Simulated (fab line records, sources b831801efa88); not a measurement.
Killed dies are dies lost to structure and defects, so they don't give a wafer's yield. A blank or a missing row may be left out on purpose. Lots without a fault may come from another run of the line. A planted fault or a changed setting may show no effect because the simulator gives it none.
Which tool did it? | flow sky130 | 12 lots, 36 wafers sampled, at 4 steps of a route of 708

WHAT THE GAUGES READ, wafer by wafer
SKY_VT_ADJUST_NCORE_TW_MEAS_11.
lot  | measured     | on            | VT_ADJUST_NCORE_TW
L482 | day 8 15:58  | film_metro-01 | 219.9 219.7 220.1
L485 | day 9 07:50  | film_metro-04 | 216.0 216.1 215.1
L487 | day 10 00:45 | film_metro-02 | 219.6 219.9 220.2
L490 | day 10 21:40 | film_metro-02 | 219.6 222.1 221.1
L491 | day 11 05:59 | film_metro-01 | 216.1 216.4 218.2
L492 | day 11 10:47 | film_metro-02 | 219.7 218.9 219.2
L493 | day 11 20:14 | film_metro-02 | 219.9 219.2 218.5
L495 | day 12 12:23 | film_metro-04 | 215.1 216.1 216.0
L496 | day 12 14:29 | film_metro-01 | 232.2 231.2 231.5
L497 | day 12 23:29 | film_metro-02 | 233.6 233.1 232.9
L498 | day 13 03:07 | film_metro-04 | 216.1 218.1 217.5
L499 | day 13 10:58 | film_metro-02 | 220.3 219.3 219.8

SKY_SONOS_ONO_THK_MEAS_01.
lot  | measured     | on            | SONOS_ONO_OXIDATION_THK (nm)
L482 | day 11 16:13 | film_metro-02 | 2.53 2.52 2.58
L485 | day 12 06:21 | film_metro-01 | 2.50 2.58 2.60
L487 | day 13 02:37 | film_metro-02 | 2.59 2.67 2.69
L490 | day 14 04:36 | film_metro-04 | 2.58 2.57 2.59
L491 | day 14 11:32 | film_metro-04 | 2.66 2.54 2.67
L492 | day 14 17:01 | film_metro-04 | 2.66 2.63 2.70
L493 | day 15 05:06 | film_metro-04 | 2.67 2.69 2.69
L495 | day 15 23:14 | film_metro-02 | 2.62 2.68 2.71
L496 | day 16 01:26 | film_metro-02 | 2.59 2.58 2.68
L497 | day 16 12:59 | film_metro-02 | 2.59 2.62 2.58
L498 | day 16 15:17 | film_metro-02 | 2.61 2.56 2.56
L499 | day 17 00:29 | film_metro-02 | 2.60 2.62 2.61

WHICH TOOL RAN EACH LOT (tool, then ch and the chambers of the sampled wafers, then the start)
lot  | SKY_DNWELL_STRIP_08                 | SKY_VT_ADJUST_NCORE_IMPLANT_09
L482 | plasma_asher-01 ch 0,1, day 3 07:23 | implanter-04 ch 0, day 8 15:44
L485 | plasma_asher-01 ch 0,1, day 3 20:55 | implanter-03 ch 0, day 9 07:36
L487 | plasma_asher-01 ch 0,1, day 4 07:35 | implanter-02 ch 0, day 10 00:33
L490 | plasma_asher-04 ch 0,1, day 4 23:46 | implanter-03 ch 0, day 10 21:25
L491 | plasma_asher-03 ch 0,1, day 5 07:21 | implanter-04 ch 0, day 11 05:47
L492 | plasma_asher-04 ch 0,1, day 5 10:47 | implanter-04 ch 0, day 11 10:32
L493 | plasma_asher-04 ch 0,1, day 5 17:19 | implanter-03 ch 0, day 11 20:00
L495 | plasma_asher-04 ch 0,1, day 6 07:31 | implanter-03 ch 0, day 12 12:08
L496 | plasma_asher-04 ch 0,1, day 6 09:44 | implanter-03 ch 0, day 12 14:14
L497 | plasma_asher-03 ch 0,1, day 6 15:07 | implanter-03 ch 0, day 12 23:14
L498 | plasma_asher-01 ch 0,1, day 6 17:17 | implanter-04 ch 0, day 13 02:52
L499 | plasma_asher-04 ch 0,1, day 6 22:07 | implanter-02 ch 0, day 13 10:44
- SKY_DNWELL_STRIP_08: strips in O2/N2.
- SKY_VT_ADJUST_NCORE_IMPLANT_09

WHAT THE TOOLS THEMSELVES READ (means of the sampled wafers that have a number; where no wafer has one, the mark that the record gives instead)
SKY_DNWELL_STRIP_08.
lot  | tool            | drypump_motor_current_A (A) | oes_product_au (a.u.) | strip_time_to_endpoint_s (s)
L482 | plasma_asher-01 | 5.5                         | 0.722                 | 36.88
L485 | plasma_asher-01 | 5.9                         | 0.719                 | 36.87
L487 | plasma_asher-01 | 5.8                         | 0.722                 | 37.02
L490 | plasma_asher-04 | 5.9                         | 0.717                 | 36.94
L491 | plasma_asher-03 | 5.9                         | 0.726                 | 36.76
L492 | plasma_asher-04 | 5.8                         | 0.722                 | 36.87
L493 | plasma_asher-04 | 5.8                         | 0.721                 | 36.86
L495 | plasma_asher-04 | 5.8                         | 0.721                 | 37.06
L496 | plasma_asher-04 | 5.8                         | 0.724                 | 36.76
L497 | plasma_asher-03 | 5.6                         | 0.720                 | 37.00
L498 | plasma_asher-01 | 5.5                         | 0.723                 | 36.78
L499 | plasma_asher-04 | 5.9                         | 0.720                 | 36.92

SKY_VT_ADJUST_NCORE_IMPLANT_09.
lot  | tool         | beam_on_s (s) | faraday_current_uA
L482 | implanter-04 | 9.75          | 13.88
L485 | implanter-03 | 9.97          | 13.58
L487 | implanter-02 | 10.04         | 13.50
L490 | implanter-03 | 10.16         | 13.36
L491 | implanter-04 | 10.11         | 13.39
L492 | implanter-04 | 9.81          | 13.79
L493 | implanter-03 | 10.01         | 13.56
L495 | implanter-03 | 10.20         | 13.26
L496 | implanter-03 | 12.53         | 10.83
L497 | implanter-03 | 12.43         | 10.90
L498 | implanter-04 | 10.09         | 13.40
L499 | implanter-02 | 10.01         | 13.51

THE ANSWER, worked out from the rows above alone
Rule: what is usual is taken from the lots themselves. Put in order of their means at a reading, lots are off if they are a third of the lots or fewer, leave a main group of 4 or more, and stand apart from it by a gap of 3 or more times the standard deviation of the main group's means; of several such gaps the widest counts. A main group whose means are all the same, to the digits that the tables above print for the reading, isn't used. A lot without any number at a reading at which 4 lots or more have one is off too. The other lots that the step has rows for count as sound. The gauges are gone through in route order, then the tools' own readings, and for those a lot's mean is taken as printed above. The first step at which some lot is off is used, and at that step the reading that is off furthest; a lot without a number counts as furthest.
Off: L496, L497, at SKY_VT_ADJUST_NCORE_TW_MEAS_11 (VT_ADJUST_NCORE_TW). The main group: mean 218.5, standard deviation 1.8.
A tool fits if, at a process step before that reading, it ran every lot that is off, and no sound lot after the first of them. The gauges at SKY_VT_ADJUST_NCORE_TW_MEAS_11 aren't tried: what is off there is off at SKY_VT_ADJUST_NCORE_IMPLANT_09 too, on other tools, and a gauge's error can't cause that. One fits: implanter-03 at SKY_VT_ADJUST_NCORE_IMPLANT_09. Its last sound lot is L495 (day 12 12:08), its first lot that is off L496 (day 12 14:14): a fault that began between those two fits.
The tool's own readings at SKY_VT_ADJUST_NCORE_IMPLANT_09 bear it out: on the lots that are off they differ by more than 5 times the standard deviation of the sound lots' means. beam_on_s reads 12.48 s there against 10.02 s on the sound lots; faraday_current_uA reads 10.87 there against 13.52 on the sound lots.

WHAT THE SIMULATOR HAD PUT IN
Process parameter drift: implanter-03, from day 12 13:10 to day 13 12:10, at SKY_VT_ADJUST_NCORE_IMPLANT_09. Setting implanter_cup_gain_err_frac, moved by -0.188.
Lots struck among those shown: L496, L497. The rule above found the same.
